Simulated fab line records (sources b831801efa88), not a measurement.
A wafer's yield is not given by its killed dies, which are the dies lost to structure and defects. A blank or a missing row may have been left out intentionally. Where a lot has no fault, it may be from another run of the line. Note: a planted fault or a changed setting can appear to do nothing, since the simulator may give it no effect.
8D (eight disciplines) problem report, filled in by code -- flow sky130 -- the parts of the form that need people (team, actions taken, sign-off) are left out

1. WHAT WENT WRONG
Mean of beam-energy-keV at SKY_LDD_LDN_IMPLANT_11: 14.332 across 6 wafers in 2 lots; on wafers with no fault it is 15.000 (standard deviation 0.0042). That is -99 or more standard deviations from the usual mean.
First observed at day 31 11:29: wafer L832.1, on implanter-03. The record has a number at this step for 36 wafers belonging to 12 lots. Rule for "out", or "out of limits": more than 4 standard deviations from the usual mean. Any other wafer with a number is counted as sound.

2. WHAT IT IS, WHAT IT ISN'T
question,is,is not
which readings at this step,beam-energy-keV,"beam-on-s, faraday-current-uA"
which lots,"L831, L832","L810, L811, L812, L817, L818, L820, L821, L822, L830, L833"
which wafers of those lots,all that have a number,-
read on which tools,implanter-03,"implanter-02, implanter-04"
when,from day 31 11:29,up to then (30 sound wafers)

3. SUSPECTS, AND WHAT RULES EACH OUT
Counting: a tool at any process step up to the reading remains a suspect when it ran all the lots that are out and ran no sound lot after the first of those.
- implanter-03 at SKY_LDD_LDN_IMPLANT_11: kept. All lots that are out passed through it, beginning with L832 at day 31 11:29, and no sound lot followed; its final sound lot before that point was L830 at day 30 17:46. Its own readings are out on those wafers: beam-energy-keV.
After counting, what remains is implanter-03 at SKY_LDD_LDN_IMPLANT_11.

4. THE CAUSE (what the simulator had put in)
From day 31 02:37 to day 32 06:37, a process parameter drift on implanter-03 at SKY_LDD_LDN_IMPLANT_11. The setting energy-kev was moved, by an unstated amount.
After counting, this tool was the only one left.

5. SEQUENCE OF EFFECTS, ordered by route
Each row: a reading whose mean over the struck wafers that have a number lies more than 3 standard deviations from the usual. Scope: only readings with a usual standard deviation given in the record; hours: median across lots of the time from each lot's start at the first step in this table that gives one to its start at this step; sigmas: change in usual standard deviations.
hours,step,reading,usual,on struck wafers,change,sigmas
0,SKY_LDD_LDN_IMPLANT_11,beam-energy-keV,15.000,14.332,-0.668,-99 or more
The process steps in it:
- SKY_LDD_LDN_IMPLANT_11
Later measuring or inspecting steps at which every struck wafer that the step has a row for has a number for every such reading, and none has moved that far: SKY_SD_P_CD_MEAS_07.

6. WHAT WOULD HAVE CAUGHT IT SOONER
In this record no reading fell out of limits until day 31 11:29, 9 hours after the fault had begun at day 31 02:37.
